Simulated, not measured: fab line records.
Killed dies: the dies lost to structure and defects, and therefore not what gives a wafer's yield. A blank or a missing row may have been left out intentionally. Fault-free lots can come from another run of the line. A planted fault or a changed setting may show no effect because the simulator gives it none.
Which tool did it? || flow gf180mcu || 7 lots with 21 wafers sampled at 2 steps, on a route of 602 steps

== WHAT EACH GAUGE READ, for each wafer ==
GF_V2_THK_MEAS_03.
{"lot": "L986", "measured": "day 19 18:17", "on": "film metro-02", "V2_CVD_02_THK (nm)": "836 842 851"}
{"lot": "L989", "measured": "day 21 00:26", "on": "film metro-03", "V2_CVD_02_THK (nm)": "853 850 859"}
{"lot": "L991", "measured": "day 21 21:16", "on": "film metro-04", "V2_CVD_02_THK (nm)": "837 842 835"}
{"lot": "L995", "measured": "day 23 16:29", "on": "film metro-04", "V2_CVD_02_THK (nm)": "846 855 856"}
{"lot": "L999", "measured": "day 24 20:48", "on": "film metro-02", "V2_CVD_02_THK (nm)": "831 829 852"}
{"lot": "L101", "measured": "day 25 09:20", "on": "film metro-02", "V2_CVD_02_THK (nm)": "840 864 846"}
{"lot": "L107", "measured": "day 27 01:50", "on": "film metro-04", "V2_CVD_02_THK (nm)": "842 838 845"}

== EACH LOT AND THE TOOL THAT RAN IT (in order: tool; ch and the chambers of the sampled wafers; start) ==
{"lot": "L986", "GF_SAB_DEVELOP_08": "litho track-03 ch 0, day 15 14:30"}
{"lot": "L989", "GF_SAB_DEVELOP_08": "litho track-03 ch 0, day 16 17:21"}
{"lot": "L991", "GF_SAB_DEVELOP_08": "litho track-04 ch 0, day 17 14:13"}
{"lot": "L995", "GF_SAB_DEVELOP_08": "litho track-04 ch 0, day 19 09:34"}
{"lot": "L999", "GF_SAB_DEVELOP_08": "litho track-01 ch 0, day 20 16:59"}
{"lot": "L101", "GF_SAB_DEVELOP_08": "litho track-04 ch 0, day 21 06:43"}
{"lot": "L107", "GF_SAB_DEVELOP_08": "litho track-03 ch 0, day 23 04:04"}
- GF_SAB_DEVELOP_08: develop time 60 s.

== THE ANSWER, worked out from the rows above alone ==
Rule: the lots themselves supply what counts as usual. The widest of any qualifying gaps counts: lots, ordered by their means at a reading, are off when they make up no more than a third of the lots, leave a main group of 4 or more, and stand apart from it by 3 or more times the standard deviation of that group's means. A main group whose means are all the same, to the digits that the tables above print for the reading, isn't used. Also off: a lot with no number at a reading for which 4 or more lots have one. All remaining lots with rows at the step are treated as sound.
None of the lots is off at any reading shown; this tells nothing.

== WHAT THE SIMULATOR PUT IN ==
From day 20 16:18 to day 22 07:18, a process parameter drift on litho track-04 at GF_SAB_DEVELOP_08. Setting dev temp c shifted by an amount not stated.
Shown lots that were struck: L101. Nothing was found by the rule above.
